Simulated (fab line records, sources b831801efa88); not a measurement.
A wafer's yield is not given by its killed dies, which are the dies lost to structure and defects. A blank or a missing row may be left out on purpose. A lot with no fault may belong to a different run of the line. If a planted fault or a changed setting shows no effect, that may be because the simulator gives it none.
fab line records	flow sky130
record: lots: 24	wafers: 72	last_day: 51
route steps=708 shown VT_ADJUST_LVTN@104 LDD_HVP@288 METAL2@499 VIA2@528 METAL3@533 METAL4@631
lots that met no fault: taken from a fault-free run of the same line
start_h: hours from the record's first day to the start of the lot's first wafer shown	wait_h: hours since the lot's step before	" the same as in the row above	L1.1+2: a row that stands for several wafers	- no value, or no start was given	* or withheld: withheld	< > ~ a bound
route shown NAME@n: a module of which the file shows steps, and the number in the route of the first	usual: mean/standard deviation of fault-free wafers	same: alike in all rows	chamber/n: place in a boat	sites: the reading at each site	_std_site: the values' standard deviation	_edge_site: outer sites' mean less inner sites'	radius_mm: for every site, how far away it sits from the centre of the wafer	mask NAME#n: copy n	behind: the tool/chamber that last shaped the wafer	hold: the reason the lot was held/the length of the hold in hours/how it ended	device: the n, p or np transistor that did not switch	end of line: tests run on the same wafers once the route is complete	a step given without rows: its recipe and nothing more	killed: the dies lost at the first sort to structure and to defects; this is not the yield of the wafer	map: a wafer's dies, marking killed ones x, the rest . and places with no die _
set.NAME: setting as actually run; set.NAME@STEP: the setting as run at that earlier step	model.NAME: the simulator's own value behind a step, which no gauge read
steps of the route over a sample of lots; a table a step, a row a wafer
services: a tool's chamber out of use, with start hour (start_h, from the record's first day; less than 0 if before it), hours out, and reason
== steps ==
step: SKY_VT_ADJUST_LVTN_OVL_MEAS_07
usual: VT_ADJUST_LVTN_OVL: -1.1/1.5
lot.wafer	tool	chamber	start_h	wait_h	VT_ADJUST_LVTN_OVL[nm]
L074.1	overlay-02	-	147.29	-	-0.1
L074.2	"	-	"	"	1.1
L074.3	"	-	"	"	1.0
L075.3	overlay-01	-	151.91	-	0.1
L075.5	"	-	"	"	-2.5
L075.6	"	-	"	"	-1.1
L076.2	overlay-02	-	158.65	-	-0.4
L076.4	"	-	"	"	0.9
L076.5	"	-	"	"	-0.6
L077.1	overlay-01	-	167.59	-	0.0
L077.2	"	-	"	"	1.7
L077.5	"	-	"	"	-2.2
L078.1	overlay-01	-	170.19	-	-3.0
L078.4	"	-	"	"	-1.3
L078.6	"	-	"	"	-1.9
L079.1	overlay-02	-	175.81	-	-2.8
L079.2	"	-	"	"	-3.8
L079.5	"	-	"	"	-4.3
L080.1	overlay-01	-	181.76	-	-1.6
L080.2	"	-	"	"	-1.0
L080.3	"	-	"	"	-1.4
L081.1	overlay-01	-	186.24	-	-0.8
L081.3	"	-	"	"	-2.5
L081.4	"	-	"	"	-1.1
L082.1	overlay-01	-	201.29	-	-2.5
L082.2	"	-	"	"	-0.8
L082.4	"	-	"	"	-1.1
L083.1	overlay-02	-	202.81	-	-0.8
L083.4	"	-	"	"	-1.3
L083.6	"	-	"	"	-3.0
L084.1	overlay-02	-	210.24	-	-0.2
L084.3	"	-	"	"	0.8
L084.4	"	-	"	"	-0.5
L085.2	overlay-02	-	212.51	-	0.3
L085.4	"	-	"	"	2.2
L085.5	"	-	"	"	-0.5
L086.2	overlay-01	-	217.81	-	-0.6
L086.4	"	-	"	"	-3.2
L086.5	"	-	"	"	0.6
L087.4	overlay-01	-	225.12	-	-2.2
L087.5	"	-	"	"	-0.4
L087.6	"	-	"	"	-0.5
L088.1	overlay-01	-	232.84	-	-2.2
L088.5	"	-	"	"	-2.2
L088.6	"	-	"	"	-2.7
L089.1	overlay-02	-	238.51	-	-0.2
L089.5	"	-	"	"	-1.4
L089.6	"	-	"	"	0.3
L090.2	overlay-02	-	246.86	-	-1.8
L090.3	"	-	"	"	0.0
L090.4	"	-	"	"	-2.6
L092.3	overlay-02	-	261.27	-	-0.8
L092.5	"	-	"	"	-4.6
L092.6	"	-	"	"	-3.2
L091.1	overlay-01	-	262.41	-	-2.6
L091.2	"	-	"	"	-0.7
L091.4	"	-	"	"	-2.5
L093.1	overlay-01	-	266.91	-	-2.3
L093.5	"	-	"	"	-3.0
L093.6	"	-	"	"	-1.0
L094.1	overlay-02	-	275.81	-	1.5
L094.2	"	-	"	"	0.7
L094.6	"	-	"	"	-0.7
L096.1	overlay-02	-	289.46	-	-0.5
L096.3	"	-	"	"	-0.5
L096.4	"	-	"	"	-1.1
L095.1	overlay-02	-	289.81	-	1.7
L095.2	"	-	"	"	0.8
L095.4	"	-	"	"	1.5
L097.1	overlay-01	-	303.99	-	-0.7
L097.5	"	-	"	"	-2.3
L097.6	"	-	"	"	-1.8
step: SKY_LDD_HVP_TW_MEAS_10
usual: LDD_HVP_TW: 456/3.8
lot.wafer	tool	chamber	start_h	wait_h	LDD_HVP_TW
L074.1	film_metro-04	-	499.64	0.1	452
L074.2	"	-	"	"	452
L074.3	"	-	"	"	450
L075.3	film_metro-03	-	509.85	0.1	460
L075.5	"	-	"	"	460
L075.6	"	-	"	"	459
L076.2	film_metro-03	-	517.15	0.1	458
L076.4	"	-	"	"	459
L076.5	"	-	"	"	461
L077.1	film_metro-04	-	533.64	0.1	450
L077.2	"	-	"	"	451
L077.5	"	-	"	"	451
L079.1	film_metro-02	-	553.94	0.1	453
L079.2	"	-	"	"	455
L079.5	"	-	"	"	455
L080.1	film_metro-03	-	554.64	0.1	458
L080.2	"	-	"	"	461
L080.3	"	-	"	"	461
L078.1	film_metro-04	-	554.84	0.1	450
L078.4	"	-	"	"	448
L078.6	"	-	"	"	451
L081.1	film_metro-04	-	560.14	0.1	448
L081.3	"	-	"	"	448
L081.4	"	-	"	"	449
L082.1	film_metro-02	-	579.53	0.1	454
L082.2	"	-	"	"	456
L082.4	"	-	"	"	458
L083.1	film_metro-02	-	581.13	0.1	458
L083.4	"	-	"	"	457
L083.6	"	-	"	"	456
L085.2	film_metro-03	-	595.00	0.1	460
L085.4	"	-	"	"	459
L085.5	"	-	"	"	460
L084.1	film_metro-02	-	595.94	0.1	455
L084.3	"	-	"	"	457
L084.4	"	-	"	"	453
L086.2	film_metro-03	-	601.14	0.1	464
L086.4	"	-	"	"	464
L086.5	"	-	"	"	463
L087.4	film_metro-04	-	611.37	0.1	453
L087.5	"	-	"	"	453
L087.6	"	-	"	"	452
L088.1	film_metro-04	-	619.88	0.1	452
L088.5	"	-	"	"	457
L088.6	"	-	"	"	451
L089.1	film_metro-04	-	629.94	0.1	456
L089.5	"	-	"	"	454
L089.6	"	-	"	"	457
L090.2	film_metro-02	-	639.30	0.1	454
L090.3	"	-	"	"	456
L090.4	"	-	"	"	457
L092.3	film_metro-03	-	656.81	0.1	459
L092.5	"	-	"	"	461
L092.6	"	-	"	"	458
L091.1	film_metro-02	-	658.58	0.1	459
L091.2	"	-	"	"	459
L091.4	"	-	"	"	460
L093.1	film_metro-03	-	664.19	0.1	456
L093.5	"	-	"	"	460
L093.6	"	-	"	"	460
L094.1	film_metro-03	-	672.34	0.1	458
L094.2	"	-	"	"	460
L094.6	"	-	"	"	458
L096.1	film_metro-03	-	682.68	0.1	457
L096.3	"	-	"	"	458
L096.4	"	-	"	"	458
L095.1	film_metro-03	-	688.21	0.1	456
L095.2	"	-	"	"	457
L095.4	"	-	"	"	456
L097.1	film_metro-04	-	702.89	0.1	452
L097.5	"	-	"	"	451
L097.6	"	-	"	"	450
step: SKY_METAL2_OVL_MEAS_16
usual: METAL2_OVL: 4/6.1
lot.wafer	tool	chamber	start_h	wait_h	METAL2_OVL[nm]
L074.1	overlay-02	-	827.82	0.1	1
L074.2	"	-	"	"	5
L074.3	"	-	"	"	2
L075.3	overlay-01	-	837.84	0.1	-2
L075.5	"	-	"	"	-1
L075.6	"	-	"	"	2
L076.2	overlay-01	-	842.33	0.1	4
L076.4	"	-	"	"	6
L076.5	"	-	"	"	9
L077.1	overlay-02	-	857.05	0.1	2
L077.2	"	-	"	"	8
L077.5	"	-	"	"	-4
L079.1	overlay-02	-	876.91	0.1	8
L079.2	"	-	"	"	7
L079.5	"	-	"	"	5
L080.1	overlay-02	-	877.07	0.1	1
L080.2	"	-	"	"	6
L080.3	"	-	"	"	4
L078.1	overlay-02	-	877.26	0.1	5
L078.4	"	-	"	"	8
L078.6	"	-	"	"	7
L081.1	overlay-02	-	880.31	0.1	9
L081.3	"	-	"	"	11
L081.4	"	-	"	"	16
L082.1	overlay-02	-	899.27	0.1	0
L082.2	"	-	"	"	-6
L082.4	"	-	"	"	4
L083.1	overlay-02	-	902.41	0.1	9
L083.4	"	-	"	"	13
L083.6	"	-	"	"	10
L085.2	overlay-02	-	907.87	0.1	6
L085.4	"	-	"	"	7
L085.5	"	-	"	"	-2
L084.1	overlay-02	-	913.22	0.1	8
L084.3	"	-	"	"	5
L084.4	"	-	"	"	1
L086.2	overlay-02	-	917.33	0.1	0
L086.4	"	-	"	"	0
L086.5	"	-	"	"	0
L087.4	overlay-02	-	927.13	0.1	-1
L087.5	"	-	"	"	0
L087.6	"	-	"	"	-6
L088.1	overlay-02	-	932.52	0.1	7
L088.5	"	-	"	"	3
L088.6	"	-	"	"	11
L089.1	overlay-01	-	941.77	0.1	-8
L089.5	"	-	"	"	-8
L089.6	"	-	"	"	-7
L090.2	overlay-01	-	948.33	0.1	16
L090.3	"	-	"	"	10
L090.4	"	-	"	"	8
L092.3	overlay-02	-	963.14	0.1	11
L092.5	"	-	"	"	4
L092.6	"	-	"	"	7
L091.1	overlay-02	-	966.87	0.1	8
L091.2	"	-	"	"	8
L091.4	"	-	"	"	10
L093.1	overlay-01	-	968.72	0.1	2
L093.5	"	-	"	"	-5
L093.6	"	-	"	"	2
L094.1	overlay-02	-	977.22	0.1	2
L094.2	"	-	"	"	0
L094.6	"	-	"	"	3
L096.1	overlay-02	-	984.26	0.1	8
L096.3	"	-	"	"	10
L096.4	"	-	"	"	2
L095.1	overlay-01	-	989.91	0.1	3
L095.2	"	-	"	"	-2
L095.4	"	-	"	"	-3
L097.1	overlay-02	-	1002.96	0.1	8
L097.5	"	-	"	"	11
L097.6	"	-	"	"	8
step: SKY_VIA2_CVD_21
recipe: material: W	target_thk_nm: 420	time_s: 126.4	temp_c: 403.7	pressure_torr: 40
usual: chamber_pressure_Torr: 40.00/0.091	heater_power_outer_w: 551/45	heater_power_w: 917/71
lot.wafer	tool	chamber	start_h	wait_h	chamber_pressure_Torr	heater_power_outer_w	heater_power_w	since_wet_clean_h
L074.1	cvd_w-01	1	856.52	0.0	39.93	627	1005	953
L074.2	"	0	"	"	40.14	628	1018	953
L074.3	"	1	"	"	39.92	608	1003	-
L075.3	cvd_w-01	1	866.52	0.1	40.04	627	1002	-
L075.5	"	1	"	"	40.07	620	1009	-
L075.6	"	0	"	"	40.07	651	999	-
L076.2	cvd_w-02	1	871.02	0.0	40.12	543	950	467
L076.4	"	0	"	"	40.00	504	838	-
L076.5	"	0	"	"	39.96	495	818	-
L077.1	cvd_w-01	0	885.45	0.0	39.86	643	1017	981
L077.2	"	1	"	"	40.16	623	1040	981
L077.5	"	1	"	"	40.04	620	1027	-
L079.1	cvd_w-02	0	904.58	0.0	39.88	494	834	501
L079.2	"	1	"	"	40.05	554	943	501
L079.5	"	0	"	"	39.99	502	830	-
L080.1	cvd_w-02	1	905.57	0.0	39.98	548	932	502
L080.2	"	0	"	"	39.97	491	831	502
L080.3	"	0	"	"	39.99	503	816	-
L078.1	cvd_w-02	0	905.81	0.0	39.97	494	801	502
L078.4	"	0	"	"	39.95	487	825	-
L078.6	"	0	"	"	39.99	504	818	-
L081.1	cvd_w-02	0	908.37	0.0	39.94	501	835	504
L081.3	"	0	"	"	40.16	514	842	-
L081.4	"	1	"	"	40.06	548	937	-
L082.1	cvd_w-02	0	927.22	0.0	39.84	499	837	523
L082.2	"	1	"	"	40.16	552	917	523
L082.4	"	1	"	"	40.15	540	943	-
L083.1	cvd_w-02	1	929.93	0.0	40.05	539	931	526
L083.4	"	0	"	"	40.04	509	839	-
L083.6	"	1	"	"	39.81	545	929	-
L085.2	cvd_w-02	0	934.93	0.0	39.98	500	830	531
L085.4	"	0	"	"	39.93	511	844	-
L085.5	"	1	"	"	39.98	530	944	-
L084.1	cvd_w-02	1	940.73	0.0	39.96	530	926	537
L084.3	"	1	"	"	39.95	546	937	-
L084.4	"	0	"	"	40.22	493	801	-
L086.2	cvd_w-02	1	944.97	0.0	39.94	556	975	541
L086.4	"	1	"	"	39.97	541	933	-
L086.5	"	0	"	"	39.91	508	816	-
L087.4	cvd_w-02	0	954.68	0.1	40.02	507	821	-
L087.5	"	0	"	"	39.87	494	842	-
L087.6	"	1	"	"	39.88	552	950	-
L088.1	cvd_w-02	0	959.73	0.0	39.93	491	823	556
L088.5	"	0	"	"	39.94	504	830	-
L088.6	"	1	"	"	40.06	540	931	-
L089.1	cvd_w-02	0	968.42	0.0	39.84	496	834	564
L089.5	"	0	"	"	40.09	501	826	-
L089.6	"	1	"	"	39.91	546	932	-
L090.2	cvd_w-01	0	974.87	0.0	40.02	599	970	57
L090.3	"	0	"	"	40.06	594	961	-
L090.4	"	1	"	"	40.00	588	961	-
L092.3	cvd_w-02	1	988.83	0.1	40.07	553	934	-
L092.5	"	0	"	"	39.94	498	807	-
L092.6	"	1	"	"	40.08	555	944	-
L091.1	cvd_w-01	1	994.31	0.0	40.06	597	987	76
L091.2	"	0	"	"	39.96	594	939	76
L091.4	"	1	"	"	40.26	585	964	-
L093.1	cvd_w-02	1	995.32	0.0	39.91	549	952	591
L093.5	"	0	"	"	39.93	500	818	-
L093.6	"	1	"	"	39.93	547	936	-
L094.1	cvd_w-02	0	1003.12	0.0	40.10	491	823	599
L094.2	"	1	"	"	40.01	538	946	599
L094.6	"	1	"	"	39.95	535	945	-
L096.1	cvd_w-01	0	1010.32	0.0	39.95	608	957	92
L096.3	"	1	"	"	39.95	588	994	-
L096.4	"	0	"	"	40.05	595	953	-
L095.1	cvd_w-01	1	1015.69	0.0	39.89	585	973	98
L095.2	"	0	"	"	39.94	605	958	98
L095.4	"	1	"	"	39.79	595	950	-
L097.1	cvd_w-01	0	1028.66	0.0	40.01	612	974	111
L097.5	"	0	"	"	40.07	607	991	-
L097.6	"	1	"	"	39.90	570	975	-
step: SKY_METAL3_SPUTTER_01
recipe: material: TiN	target_thk_nm: 20	power_w: 6500	time_s: 16.7	chamber_pressure_pa: 0.4
usual: throttle_valve_pct: 29.9/1
lot.wafer	tool	chamber	start_h	wait_h	throttle_valve_pct
L074.1	pvd_sputter-01	-	857.16	0.0	30.5
L074.2	"	-	"	"	29.6
L074.3	"	-	"	"	30.1
L075.3	pvd_sputter-03	-	867.11	0.0	28.7
L075.5	"	-	"	"	30.0
L075.6	"	-	"	"	30.1
L076.2	pvd_sputter-01	-	871.66	0.0	30.3
L076.4	"	-	"	"	29.9
L076.5	"	-	"	"	29.7
L077.1	pvd_sputter-01	-	886.08	0.0	29.9
L077.2	"	-	"	"	30.0
L077.5	"	-	"	"	30.0
L079.1	pvd_sputter-03	-	905.21	0.0	30.1
L079.2	"	-	"	"	30.0
L079.5	"	-	"	"	29.9
L080.1	pvd_sputter-01	-	906.21	0.0	30.0
L080.2	"	-	"	"	30.1
L080.3	"	-	"	"	30.0
L078.1	pvd_sputter-03	-	906.44	0.0	28.8
L078.4	"	-	"	"	31.6
L078.6	"	-	"	"	30.1
L081.1	pvd_sputter-03	-	909.00	0.0	30.0
L081.3	"	-	"	"	31.2
L081.4	"	-	"	"	28.5
L082.1	pvd_sputter-03	-	927.85	0.0	30.4
L082.2	"	-	"	"	29.9
L082.4	"	-	"	"	28.8
L083.1	pvd_sputter-02	-	930.56	0.0	29.5
L083.4	"	-	"	"	31.5
L083.6	"	-	"	"	29.0
L085.2	pvd_sputter-03	-	935.56	0.0	30.1
L085.4	"	-	"	"	28.7
L085.5	"	-	"	"	28.5
L084.1	pvd_sputter-03	-	941.36	0.0	30.2
L084.3	"	-	"	"	31.3
L084.4	"	-	"	"	30.0
L086.2	pvd_sputter-02	-	945.60	0.0	27.5
L086.4	"	-	"	"	30.2
L086.5	"	-	"	"	27.3
L087.4	pvd_sputter-02	-	955.27	0.0	31.4
L087.5	"	-	"	"	29.3
L087.6	"	-	"	"	31.6
L088.1	pvd_sputter-01	-	960.36	0.0	29.9
L088.5	"	-	"	"	30.7
L088.6	"	-	"	"	29.9
L089.1	pvd_sputter-03	-	969.46	0.0	31.3
L089.5	"	-	"	"	31.8
L089.6	"	-	"	"	30.4
L090.2	pvd_sputter-03	-	976.10	0.0	30.0
L090.3	"	-	"	"	30.0
L090.4	"	-	"	"	28.7
L092.3	pvd_sputter-02	-	989.42	0.0	29.1
L092.5	"	-	"	"	29.2
L092.6	"	-	"	"	31.5
L091.1	pvd_sputter-01	-	994.94	0.0	30.0
L091.2	"	-	"	"	30.4
L091.4	"	-	"	"	29.5
L093.1	pvd_sputter-02	-	995.96	0.0	29.5
L093.5	"	-	"	"	29.7
L093.6	"	-	"	"	29.1
L094.1	pvd_sputter-01	-	1003.76	0.0	30.0
L094.2	"	-	"	"	29.5
L094.6	"	-	"	"	29.7
L096.1	pvd_sputter-02	-	1010.96	0.0	29.9
L096.3	"	-	"	"	29.1
L096.4	"	-	"	"	30.2
L095.1	pvd_sputter-01	-	1016.32	0.0	30.1
L095.2	"	-	"	"	30.4
L095.4	"	-	"	"	30.2
L097.1	pvd_sputter-02	-	1029.29	0.0	31.3
L097.5	"	-	"	"	30.0
L097.6	"	-	"	"	27.3
step: SKY_METAL4_DESCUM_15
recipe: chemistry: O2	source_power_w: 150	bias_power_w: 0	pressure_mtorr: 10	temp_c: 40	time_s: 8
usual: drypump_motor_current_A: 5.4/0.44	oes_product_au: 1.004/0.0096
lot.wafer	tool	chamber	start_h	wait_h	drypump_motor_current_A	oes_product_au	rf_hours_counter_h
L074.1	rie_metal-01	0	987.46	0.0	5.1	1.008	10
L074.2	"	1	"	"	6.0	1.011	9
L074.3	"	1	"	"	5.9	1.005	-
L075.3	rie_metal-03	0	995.78	0.0	4.9	1.010	-
L075.5	"	0	"	"	4.9	1.014	-
L075.6	"	0	"	"	4.9	1.006	-
L076.2	rie_metal-03	0	1000.07	0.0	4.9	1.010	-
L076.4	"	0	"	"	4.9	1.007	-
L076.5	"	0	"	"	4.9	1.016	-
L077.1	rie_metal-03	1	1012.61	0.0	5.9	1.017	0
L077.2	"	0	"	"	4.9	1.012	10
L077.5	"	0	"	"	4.9	1.012	-
L079.1	rie_metal-03	1	1030.27	0.0	5.8	1.015	1
L079.2	"	0	"	"	4.9	1.018	11
L079.5	"	1	"	"	5.8	1.001	-
L080.1	rie_metal-02	0	1030.86	0.0	5.0	0.998	7
L080.2	"	1	"	"	5.8	0.980	9
L080.3	"	1	"	"	5.8	0.984	-
L078.1	rie_metal-02	0	1031.56	0.0	5.0	0.996	7
L078.4	"	0	"	"	5.0	1.004	-
L078.6	"	0	"	"	5.0	0.998	-
L081.1	rie_metal-03	0	1034.56	0.0	4.9	1.011	11
L081.3	"	1	"	"	5.8	1.004	-
L081.4	"	0	"	"	4.9	1.004	-
L082.1	rie_metal-03	1	1051.81	0.0	5.8	1.023	2
L082.2	"	0	"	"	4.9	1.015	12
L082.4	"	1	"	"	5.9	1.015	-
L083.1	rie_metal-01	1	1053.32	0.0	5.9	1.003	14
L083.4	"	0	"	"	5.1	1.005	-
L083.6	"	1	"	"	5.9	0.998	-
L085.2	rie_metal-02	1	1059.36	0.0	5.8	0.984	11
L085.4	"	1	"	"	5.8	0.990	-
L085.5	"	0	"	"	5.0	0.999	-
L084.1	rie_metal-02	1	1064.11	0.0	5.8	1.007	11
L084.3	"	0	"	"	5.0	0.996	-
L084.4	"	1	"	"	5.8	0.988	-
L086.2	rie_metal-01	1	1068.31	0.0	5.9	1.001	15
L086.4	"	0	"	"	5.1	0.990	-
L086.5	"	1	"	"	5.9	1.005	-
L087.4	rie_metal-03	1	1075.82	0.0	5.8	1.012	-
L087.5	"	0	"	"	4.9	1.019	-
L087.6	"	1	"	"	5.9	1.020	-
L088.1	rie_metal-01	1	1079.36	0.0	5.9	0.997	16
L088.5	"	1	"	"	5.9	0.991	-
L088.6	"	0	"	"	5.1	1.001	-
L089.1	rie_metal-02	1	1088.61	0.0	5.8	0.990	11
L089.5	"	1	"	"	5.8	0.998	-
L089.6	"	0	"	"	5.0	1.008	-
L090.2	rie_metal-03	0	1092.87	0.0	4.9	1.007	15
L090.3	"	1	"	"	5.9	1.011	-
L090.4	"	0	"	"	4.9	1.011	-
L092.3	rie_metal-02	0	1104.92	0.0	5.0	1.013	-
L092.5	"	1	"	"	5.8	1.001	-
L092.6	"	0	"	"	5.0	1.009	-
L091.1	rie_metal-01	0	1109.86	0.0	5.1	1.001	19
L091.2	"	1	"	"	5.9	0.990	18
L091.4	"	0	"	"	5.1	1.013	-
L093.1	rie_metal-01	0	1111.46	0.0	5.1	1.011	19
L093.5	"	1	"	"	5.9	0.999	-
L093.6	"	0	"	"	5.1	1.009	-
L094.1	rie_metal-03	1	1117.71	0.0	5.8	1.009	6
L094.2	"	0	"	"	4.9	1.010	15
L094.6	"	1	"	"	5.9	1.010	-
L096.1	rie_metal-01	0	1124.26	0.0	5.1	1.002	20
L096.3	"	0	"	"	5.1	0.996	-
L096.4	"	1	"	"	5.9	1.000	-
L095.1	rie_metal-02	1	1129.01	0.0	5.8	0.986	15
L095.2	"	0	"	"	5.0	1.002	13
L095.4	"	1	"	"	5.8	0.996	-
L097.1	rie_metal-01	0	1138.81	0.0	5.1	1.007	22
L097.5	"	1	"	"	5.9	0.996	-
L097.6	"	0	"	"	5.1	1.007	-
== services ==
tool	chamber	start_h	hours	kind
cvd_w-01	-	904.00	14.0	pm
cvd_w-01	-	944.92	0.8	repair
cvd_w-01	-	966.15	2.8	pm
pvd_sputter-03	2	976.23	-	consumable_replace:kit
pvd_sputter-03	2	976.23	18.0	scheduled_down
pvd_sputter-03	2	976.23	18.0	vent_cycle
rie_metal-03	1	994.35	-	clean
rie_metal-03	1	994.35	16.9	scheduled_down
rie_metal-03	1	994.35	16.9	vent_cycle
pvd_sputter-02	-	997.58	3.0	repair
pvd_sputter-03	-	1000.23	11.2	repair
pvd_sputter-03	-	1010.42	7.7	repair
pvd_sputter-03	-	1017.47	2.0	repair
cvd_w-01	0	1046.10	4.1	repair
pvd_sputter-02	-	1062.33	14.3	repair
cvd_w-02	-	1066.21	0.5	repair
rie_metal-02	-	1073.95	14.6	pm
pvd_sputter-02	-	1078.97	2.5	repair
rie_metal-01	-	1081.40	2.8	pm
cvd_w-01	0	1092.70	4.0	repair
rie_metal-03	0	1093.02	21.8	repair
cvd_w-02	-	1095.16	0.9	repair
rie_metal-03	1	1100.85	13.2	repair
cvd_w-02	-	1103.05	1.3	repair
== key ==
fault none
